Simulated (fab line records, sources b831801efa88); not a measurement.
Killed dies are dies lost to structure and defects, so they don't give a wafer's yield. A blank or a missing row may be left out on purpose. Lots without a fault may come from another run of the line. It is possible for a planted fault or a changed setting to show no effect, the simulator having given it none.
fab line records	flow sky130
record: lots: 5	wafers: 15	last-day: 49
route steps=708 shown NWELL@77 PWDE@84 VT_ADJUST_HVTP@85 PAD_OPEN@708
lots that met no fault: from a run of the same line without faults
start-h: hours from the record's opening day to when the first of the lot's shown wafers began	wait-h: time in hours since the lot's previous step	" repeats the value in the row above	L1.1+2: several wafers, shown together as one row	- no value, or no start was given	* or withheld: withheld	< > ~ a bound
route shown NAME@n: a module of which the file shows steps, and the number in the route of the first	usual: mean and standard deviation over wafers with no fault	same: alike in all rows	chamber/n: place in a boat	sites: each site's reading	_std_site: their standard deviation	_edge_site: outer sites' mean less inner sites'	radius-mm: how far each site lies from the wafer's centre	mask NAME#n: copy n	behind: the tool/chamber that last shaped the wafer	hold: cause of the lot's hold/its duration in hours/its outcome	device: the transistor (n, p or np) that didn't switch	end of line: the same wafers' tests at the end of the route	where a step has no rows: the recipe by itself	killed: dies lost to structure and defects at the first sort, not the wafer's yield	map: shows each die of a wafer: x if killed, . if not, _ if none is there
set.NAME: the setting that was run; set.NAME@STEP: the one run at that earlier step	model.NAME: the simulator's own value behind a step, which no gauge read
lots at some steps of the route; a table a step, a row a wafer
services: a tool's chamber out of use, with start hour (start-h, from the record's first day; less than 0 if before it), hours out, and reason
== steps ==
step: SKY_NWELL_IMPLANT_24
recipe: species: B	energy-kev: 140	dose-cm2: 9.2e+12	tilt-deg: withheld
step: SKY_NWELL_STRIP_25
recipe: chemistry: O2/N2	power-w: 1400	pressure-mtorr: 1500	platen-temp-c: withheld	o2-flow-sccm: 3000	n2-flow-sccm: 300	overash-fraction: 0.5
usual: chamber-pressure-mTorr: 1499.9/1.2	drypump-motor-current-A: 5.7/0.43	n2-flow-sccm: 299.9/0.9	oes-product-au: 0.722/0.0045	strip-time-to-endpoint-s: 36.92/0.096
same: overash-fraction: 0.5
lot.wafer	tool	chamber	start-h	wait-h	chamber-pressure-mTorr	drypump-motor-current-A	n2-flow-sccm	oes-product-au	rf-hours-counter-h	strip-time-to-endpoint-s
L881.1	plasma-asher-03	0	119.14	0.1	1499.6	6.2	299.3	0.719	30	36.75
L881.2	"	1	"	"	1499.6	6.2	300.8	0.720	30	36.83
L881.6	"	0	"	"	1498.6	6.2	300.0	0.722	-	36.70
L884.1	plasma-asher-01	1	137.39	0.1	1499.7	5.5	300.4	0.720	47	36.76
L884.4	"	0	"	"	1501.0	5.3	300.2	0.727	-	36.79
L884.5	"	1	"	"	1502.4	5.5	299.8	0.716	-	36.77
L888.1	plasma-asher-01	1	160.48	0.2	1500.3	5.5	298.6	0.721	50	37.00
L888.4	"	1	"	"	1500.8	5.5	300.9	0.724	-	36.99
L888.6	"	0	"	"	1499.2	5.3	298.7	0.715	-	37.02
L894.4	plasma-asher-02	1	209.23	0.1	1502.2	6.2	299.8	0.722	-	37.00
L894.5	"	1	"	"	1501.8	6.2	301.1	0.711	-	36.94
L894.6	"	0	"	"	1498.3	5.2	298.4	0.722	-	37.03
L897.1	plasma-asher-02	0	221.86	0.1	1498.6	5.1	298.9	0.722	11	37.05
L897.3	"	1	"	"	1501.0	6.2	299.8	0.719	-	37.01
L897.4	"	0	"	"	1500.5	5.2	300.5	0.719	-	36.96
step: SKY_NWELL_TW_MEAS_26
usual: NWELL_2_TW: 499/6.3
lot.wafer	tool	chamber	start-h	wait-h	NWELL_2_TW
L881.1	film-metro-01	-	119.24	0.1	495
L881.2	"	-	"	"	494
L881.6	"	-	"	"	495
L884.1	film-metro-03	-	137.49	0.1	508
L884.4	"	-	"	"	511
L884.5	"	-	"	"	509
L888.1	film-metro-01	-	160.58	0.1	494
L888.4	"	-	"	"	496
L888.6	"	-	"	"	498
L894.4	film-metro-01	-	209.33	0.1	493
L894.5	"	-	"	"	496
L894.6	"	-	"	"	493
L897.1	film-metro-03	-	221.96	0.1	506
L897.3	"	-	"	"	507
L897.4	"	-	"	"	506
step: SKY_NWELL_CLEAN_27
recipe: chemistry: SC1/SC2	mix: 1:4:20	temp-c: 70	time-s: 150	dry: n2-spin
step: SKY_NWELL_RTA_28
recipe: temp-c: 1050	time-s: 30	idle-temp-c: 650	ramp-up-c-per-s: 150	ramp-down-c-per-s: 90	ambient: N2
usual: lamp-power-pct: 25.31/0.051	wafer_temp_C_max: 1054.7/0.9
lot.wafer	tool	chamber	start-h	wait-h	lamp-power-pct	wafer_temp_C_max
L881.1	rtp-anneal-01	0	119.35	0.0	25.36	1055.5
L881.2	"	0	"	"	25.25	1054.3
L881.6	"	0	"	"	25.30	1054.5
L884.1	rtp-anneal-02	0	137.61	0.0	25.25	1055.3
L884.4	"	0	"	"	25.31	1053.9
L884.5	"	0	"	"	25.45	1055.2
L888.1	rtp-anneal-01	0	160.69	0.0	25.33	1054.6
L888.4	"	0	"	"	25.19	1053.5
L888.6	"	0	"	"	25.29	1056.7
L894.4	rtp-anneal-02	0	209.46	0.1	25.26	1053.5
L894.5	"	0	"	"	25.28	1053.8
L894.6	"	0	"	"	25.32	1055.0
L897.1	rtp-anneal-02	0	222.07	0.0	25.32	1054.6
L897.3	"	0	"	"	25.32	1055.6
L897.4	"	0	"	"	25.37	1053.0
step: SKY_NWELL_RS_MEAS_29
recipe: thk-meas-gauge: four-point-probe
usual: NWELL_RS: 624.9/1.5
lot.wafer	tool	chamber	start-h	wait-h	NWELL_RS[ohm/sq]
L881.1	film-metro-04	-	119.45	0.1	623.1
L881.2	"	-	"	"	621.6
L881.6	"	-	"	"	620.8
L884.1	film-metro-01	-	137.71	0.1	625.9
L884.4	"	-	"	"	625.7
L884.5	"	-	"	"	627.1
L888.1	film-metro-01	-	160.79	0.1	626.4
L888.4	"	-	"	"	624.6
L888.6	"	-	"	"	624.4
L894.4	film-metro-03	-	209.57	0.1	624.7
L894.5	"	-	"	"	624.6
L894.6	"	-	"	"	624.3
L897.1	film-metro-04	-	222.17	0.1	623.4
L897.3	"	-	"	"	624.5
L897.4	"	-	"	"	623.3
step: SKY_NWELL_RS_MEAS_31
recipe: thk-meas-gauge: four-point-probe
usual: PWDE_RS: 5276/25
lot.wafer	tool	chamber	start-h	wait-h	PWDE_RS[ohm/sq]
L881.1	film-metro-04	-	119.69	0.1	5222
L881.2	"	-	"	"	5235
L881.6	"	-	"	"	5231
L884.1	film-metro-01	-	137.95	0.1	5284
L884.4	"	-	"	"	5282
L884.5	"	-	"	"	5293
L888.1	film-metro-01	-	161.03	0.1	5220
L888.4	"	-	"	"	5221
L888.6	"	-	"	"	5217
L894.4	film-metro-03	-	209.81	0.1	5289
L894.5	"	-	"	"	5318
L894.6	"	-	"	"	5327
L897.1	film-metro-04	-	222.41	0.1	5276
L897.3	"	-	"	"	5263
L897.4	"	-	"	"	5274
step: SKY_VT_ADJUST_HVTP_DEHYDRATE_00
recipe: temp-c: 200	time-s: 60
step: SKY_VT_ADJUST_HVTP_HMDS_01
recipe: prime-time-s: 60	prime-temp-c: 120
step: SKY_VT_ADJUST_HVTP_COAT_02
recipe: resist: NOVOLAK	spin-rpm: 3000	resist-thk-nm: 1140
step: SKY_VT_ADJUST_HVTP_SOFTBAKE_03
recipe: temp-c: 90	time-s: 60	resist: NOVOLAK
step: SKY_VT_ADJUST_HVTP_EXPOSE_04
recipe: mask-id: HVTPM	na: 0.6	source-shape: conventional	sigma-outer: 0.6	polarization: unpolarized	target-cd-nm: 380	dose-mj: 140
lot.wafer	tool	chamber	start-h	wait-h	mask
L881.1+2+6	iline-stepper-02	0	127.75	-	HVTPM#0
L884.1+4+5	iline-stepper-01	0	147.14	-	NWM_COMPLEMENT_LESS_NATIVE#0
L888.1+4+6	iline-stepper-01	0	170.69	-	HVTPM#0
L894.4+5+6	iline-stepper-02	0	220.66	-	HVTPM#0
L897.1+3+4	iline-stepper-02	0	234.78	-	HVTPM#0
step: SKY_VT_ADJUST_HVTP_PEB_05
recipe: temp-c: withheld	time-s: *	resist: NOVOLAK
step: SKY_VT_ADJUST_HVTP_DEVELOP_06
recipe: resist: NOVOLAK	developer: TMAH	develop-time-s: 60	dev-temp-c: 23
step: SKY_VT_ADJUST_HVTP_CD_MEAS_07
recipe: target-cd-nm: 380
usual: cd-nm: 379/3.2
lot.wafer	tool	chamber	start-h	wait-h	cd-nm
L881.1	cd-sem-02	-	137.21	0.1	383
L881.2	"	-	"	"	384
L881.6	"	-	"	"	381
L884.1	cd-sem-02	-	157.32	0.1	-
L884.4	"	-	"	"	-
L884.5	"	-	"	"	-
L888.1	cd-sem-02	-	181.22	0.1	388
L888.4	"	-	"	"	387
L888.6	"	-	"	"	388
L894.4	cd-sem-02	-	232.57	0.1	377
L894.5	"	-	"	"	378
L894.6	"	-	"	"	376
L897.1	cd-sem-02	-	245.91	0.1	378
L897.3	"	-	"	"	375
L897.4	"	-	"	"	375
step: SKY_VT_ADJUST_HVTP_OVL_MEAS_08
usual: VT_ADJUST_HVTP_OVL: -1.5/1.3
lot.wafer	tool	chamber	start-h	wait-h	VT_ADJUST_HVTP_OVL[nm]
L881.1	overlay-02	-	137.33	0.1	-0.9
L881.2	"	-	"	"	-2.0
L881.6	"	-	"	"	-2.5
L884.1	overlay-01	-	157.44	0.1	-
L884.4	"	-	"	"	-
L884.5	"	-	"	"	-
L888.1	overlay-02	-	181.34	0.1	-1.8
L888.4	"	-	"	"	0.1
L888.6	"	-	"	"	-0.8
L894.4	overlay-01	-	232.65	0.1	-0.1
L894.5	"	-	"	"	-0.2
L894.6	"	-	"	"	-2.2
L897.1	overlay-01	-	246.03	0.1	-3.7
L897.3	"	-	"	"	-1.9
L897.4	"	-	"	"	-2.7
step: SKY_VT_ADJUST_HVTP_IMPLANT_09
recipe: species: As	energy-kev: 150	dose-cm2: 4.3e+12	tilt-deg: withheld
step: SKY_VT_ADJUST_HVTP_STRIP_10
recipe: chemistry: O2/N2	power-w: 1400	pressure-mtorr: 1500	platen-temp-c: withheld	o2-flow-sccm: 3000	n2-flow-sccm: 300	overash-fraction: 0.5
usual: chamber-pressure-mTorr: 1499.8/1.5	drypump-motor-current-A: 5.9/0.37	n2-flow-sccm: 299.9/0.88	oes-product-au: 0.716/0.0044	strip-time-to-endpoint-s: 14.19/0.04
same: overash-fraction: 0.5
lot.wafer	tool	chamber	start-h	wait-h	chamber-pressure-mTorr	drypump-motor-current-A	n2-flow-sccm	oes-product-au	rf-hours-counter-h	strip-time-to-endpoint-s
L881.1	plasma-asher-04	1	137.52	0.1	1500.9	6.0	300.6	0.719	48	14.15
L881.2	"	0	"	"	1500.0	5.8	300.3	0.720	48	14.22
L881.6	"	0	"	"	1501.0	5.8	299.5	0.718	-	14.22
L884.1	plasma-asher-04	1	157.63	0.1	1496.1	6.0	299.9	0.719	50	14.24
L884.4	"	1	"	"	1503.1	6.0	299.4	0.714	-	14.20
L884.5	"	1	"	"	1500.7	6.0	298.3	0.714	-	14.17
L888.1	plasma-asher-02	1	181.53	0.1	1499.2	6.2	300.9	0.714	7	14.18
L888.4	"	0	"	"	1499.5	5.2	298.8	0.721	-	14.17
L888.6	"	0	"	"	1500.0	5.2	299.4	0.724	-	14.17
L894.4	plasma-asher-03	1	232.85	0.1	1498.5	6.2	299.1	0.712	-	14.14
L894.5	"	1	"	"	1501.9	6.1	299.1	0.713	-	14.10
L894.6	"	0	"	"	1501.3	6.2	300.1	0.709	-	14.17
L897.1	plasma-asher-04	0	246.22	0.1	1499.7	5.7	299.5	0.719	57	14.22
L897.3	"	1	"	"	1501.3	6.0	299.0	0.717	-	14.26
L897.4	"	0	"	"	1499.1	5.7	299.5	0.710	-	14.28
step: SKY_VT_ADJUST_HVTP_TW_MEAS_11
usual: VT_ADJUST_HVTP_TW: 1360/13
lot.wafer	tool	chamber	start-h	wait-h	hold	VT_ADJUST_HVTP_TW
L881.1	film-metro-02	-	137.62	0.1	-	1380
L881.2	"	-	"	"	-	1374
L881.6	"	-	"	"	-	1379
L884.1	film-metro-02	-	157.73	0.1	await-dispo/0.2h/release	30
L884.4	"	-	"	"	await-dispo/0.2h/release	30
L884.5	"	-	"	"	await-dispo/0.2h/release	30
L884.1	film-metro-02	-	158.00	0.3	-	30
L884.4	"	-	"	"	-	30
L884.5	"	-	"	"	-	30
L888.1	film-metro-01	-	181.63	0.1	-	1347
L888.4	"	-	"	"	-	1353
L888.6	"	-	"	"	-	1348
L894.4	film-metro-04	-	232.95	0.1	-	1341
L894.5	"	-	"	"	-	1339
L894.6	"	-	"	"	-	1335
L897.1	film-metro-01	-	246.32	0.1	-	1355
L897.3	"	-	"	"	-	1361
L897.4	"	-	"	"	-	1361
step: SKY_PAD_OPEN_PROBE_99
usual: defect-limited-yield: 82.1/1.7	killed_at_M0_to_M3: 44/6.4	killed_at_M4_up: 3.0/1.8	killed-at-contacts: 24/5	killed-at-front-end: 16/4.3	killed-at-other: 0.4/0.76	killed-dies: 88/8.6	killed-open: 47/7.2	killed-short: 40/5.5	sort_bin_3_pad_short: 0.9/0.44	sort_bin_5_function: 10.6/1.5	sort_bin_6_memory: 6.4/1.2	sort-n-pass: 404/8.6	sort-yield-pct: 82.1/1.7
same: gross-dies: 492	killed-at-back-side: 0	sort_bin_4_leakage[%]: 0	sort_bin_8_speed[%]: 0
lot.wafer	tool	chamber	start-h	wait-h	defect-limited-yield[%]	killed_at_M0_to_M3	killed_at_M4_up	killed-at-contacts	killed-at-front-end	killed-at-other	killed-dies	killed-open	killed-short	sort_bin_3_pad_short[%]	sort_bin_5_function[%]	sort_bin_6_memory[%]	sort-n-pass	sort-yield-pct[%]
L881.1	prober-02	-	1091.48	0.1	79.9	49	2	22	26	0	99	56	42	1.4	13.0	5.7	393	79.9
L881.2	prober-02	-	1091.53	0.1	82.9	42	4	22	16	0	84	32	51	0.8	9.3	6.9	408	82.9
L881.6	prober-02	-	1091.73	0.2	81.5	52	1	23	14	1	91	51	38	1.4	11.2	5.9	401	81.5
L888.1	prober-01	-	1126.70	0.1	82.7	46	0	28	11	0	85	36	48	0.8	11.4	5.1	407	82.7
L888.4	prober-01	-	1126.85	0.2	82.1	54	2	19	13	0	88	59	29	0.4	10.0	7.5	404	82.1
L888.6	prober-01	-	1126.95	0.2	82.5	40	0	28	18	0	86	51	34	1.6	10.6	5.3	406	82.5
L894.4	prober-01	-	1180.21	0.2	84.1	41	0	23	14	0	78	41	37	1.4	8.9	5.5	414	84.1
L894.5	prober-01	-	1180.26	0.2	82.9	32	2	21	26	3	84	48	33	1.0	12.8	3.3	408	82.9
L894.6	prober-01	-	1180.31	0.2	81.3	47	1	23	21	0	92	48	43	0.6	11.4	6.7	400	81.3
L897.1	prober-02	-	1182.43	0.1	81.7	39	12	18	21	0	90	51	36	1.0	11.2	6.1	402	81.7
L897.3	prober-02	-	1182.53	0.2	81.5	43	2	30	15	1	91	52	39	0.6	11.6	6.3	401	81.5
L897.4	prober-02	-	1182.58	0.2	84.8	39	4	24	8	0	75	39	33	1.4	7.7	6.1	417	84.8
killed by level:class
L881.1 VIA1:geometric-particle:open=10 POLY_GATE:geometric-particle:short=9 POLY_GATE:geometric-particle:open=8 CONTACT:geometric-particle:open=8 VIA1:geometric-particle:short=8 VIA2:geometric-particle:open=7 LI_CONTACT:geometric-particle:open=6 VIA3:geometric-particle:open=6
L881.2 CONTACT:geometric-particle:short=8 METAL1:geometric-particle:short=8 VIA1:geometric-particle:open=7 METAL2:geometric-particle:short=6 LOCAL_INTERCONNECT:geometric-particle:short=5 CONTACT:geometric-particle:open=5 METAL3:geometric-particle:short=5 FIELD_ISO:geometric-particle:open=4
L881.6 VIA3:geometric-particle:open=11 LI_CONTACT:geometric-particle:open=7 CONTACT:geometric-particle:open=7 VIA1:geometric-particle:open=7 METAL2:geometric-particle:short=7 VIA1:geometric-particle:short=6 VIA3:geometric-particle:short=6 POLY_GATE:geometric-particle:open=5
L888.1 VIA1:geometric-particle:open=11 CONTACT:geometric-particle:open=9 METAL2:geometric-particle:short=8 CONTACT:geometric-particle:short=6 METAL1:geometric-particle:short=6 LOCAL_INTERCONNECT:geometric-particle:short=5 VIA1:geometric-particle:short=5 FIELD_ISO:geometric-particle:short=4
L888.4 VIA1:geometric-particle:open=14 VIA3:geometric-particle:open=9 LI_CONTACT:geometric-particle:open=8 VIA2:geometric-particle:open=8 METAL1:geometric-particle:short=7 FIELD_ISO:geometric-particle:open=6 CONTACT:geometric-particle:open=5 METAL2:geometric-particle:short=5
L888.6 CONTACT:geometric-particle:open=11 VIA1:geometric-particle:open=10 VIA3:geometric-particle:open=9 LI_CONTACT:geometric-particle:open=8 FIELD_ISO:geometric-particle:short=6 POLY_GATE:geometric-particle:short=5 METAL1:geometric-particle:short=5 VIA1:geometric-particle:short=5
L894.4 VIA1:geometric-particle:open=11 CONTACT:geometric-particle:open=8 LI_CONTACT:geometric-particle:open=6 VIA2:geometric-particle:open=6 METAL1:geometric-particle:short=6 VIA3:geometric-particle:open=6 FIELD_ISO:geometric-particle:short=5 LI_CONTACT:geometric-particle:short=4
L894.5 POLY_GATE:geometric-particle:open=9 CONTACT:geometric-particle:open=9 VIA1:geometric-particle:open=6 VIA2:geometric-particle:open=6 POLY_GATE:geometric-particle:short=5 LI_CONTACT:geometric-particle:open=4 CONTACT:geometric-particle:short=4 VIA3:geometric-particle:short=4
L894.6 VIA1:geometric-particle:open=8 CONTACT:geometric-particle:open=8 VIA2:geometric-particle:open=7 VIA3:geometric-particle:open=7 METAL1:geometric-particle:short=6 LOCAL_INTERCONNECT:geometric-particle:short=5 CONTACT:geometric-particle:short=5 VIA1:geometric-particle:short=4
L897.1 VIA1:geometric-particle:open=13 CONTACT:geometric-particle:open=8 METAL4:geometric-particle:short=8 FIELD_ISO:geometric-particle:open=7 VIA1:geometric-particle:short=6 FIELD_ISO:geometric-particle:short=5 LI_CONTACT:geometric-particle:open=5 METAL1:geometric-particle:short=5
L897.3 LI_CONTACT:geometric-particle:open=9 CONTACT:geometric-particle:open=9 VIA1:geometric-particle:short=8 VIA1:geometric-particle:open=8 VIA2:geometric-particle:open=6 VIA3:geometric-particle:open=5 LI_CONTACT:geometric-particle:short=5 METAL2:geometric-particle:short=4
L897.4 CONTACT:geometric-particle:open=9 VIA1:geometric-particle:open=9 VIA3:geometric-particle:open=5 LI_CONTACT:geometric-particle:open=5 CONTACT:geometric-particle:short=5 FIELD_ISO:geometric-particle:short=4 LOCAL_INTERCONNECT:geometric-particle:short=4 VIA2:geometric-particle:open=4
== services ==
tool	chamber	start-h	hours	kind
plasma-asher-02	-	108.75	9.0	pm
plasma-asher-02	0	108.75	9.0	vent-cycle
plasma-asher-02	1	108.75	9.0	vent-cycle
plasma-asher-04	-	110.75	2.8	pm
plasma-asher-02	0	117.75	-	clean
plasma-asher-02	1	117.75	-	clean
iline-stepper-02	0	118.89	-	calibration
plasma-asher-04	-	120.80	1.0	repair
plasma-asher-03	-	129.68	1.4	repair
iline-stepper-01	0	135.61	-	calibration
plasma-asher-03	-	149.88	24.6	repair
plasma-asher-04	-	149.92	4.0	repair
iline-stepper-01	-	150.04	5.7	repair
plasma-asher-04	-	153.51	0.8	repair
iline-stepper-01	-	162.54	1.7	pm
plasma-asher-01	-	181.49	2.8	pm
plasma-asher-01	-	205.48	0.9	repair
rtp-anneal-02	-	226.70	3.1	pm
plasma-asher-04	-	226.88	14.6	pm
iline-stepper-02	-	229.03	1.7	pm
== key ==
first-sign: step: SKY_VT_ADJUST_HVTP_EXPOSE_04	reading: mask	direction: changed
effect: step: SKY_VT_ADJUST_HVTP_CD_MEAS_07	reading: cd-nm	direction: missing
effect: step: SKY_VT_ADJUST_HVTP_OVL_MEAS_08	reading: VT_ADJUST_HVTP_OVL	direction: missing
effect: step: SKY_VT_ADJUST_HVTP_TW_MEAS_11	reading: visit	direction: added
effect: step: SKY_VT_ADJUST_HVTP_TW_MEAS_11	reading: VT_ADJUST_HVTP_TW	direction: down	sigmas: 99+	usual: 1360	struck: 30
met-at SKY_VT_ADJUST_HVTP_EXPOSE_04
struck-wafers L884.1,L884.4,L884.5
scrapped-behind SKY_VT_ADJUST_HVTP_TW_MEAS_11 L884.1,L884.4,L884.5
fault: kind: wrong-mask	tool: any	chamber: -	onset-h: 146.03	steps: SKY_VT_ADJUST_HVTP_EXPOSE_04	aux-copy: NWM_COMPLEMENT_LESS_NATIVE#0	scope: struck-lots-only
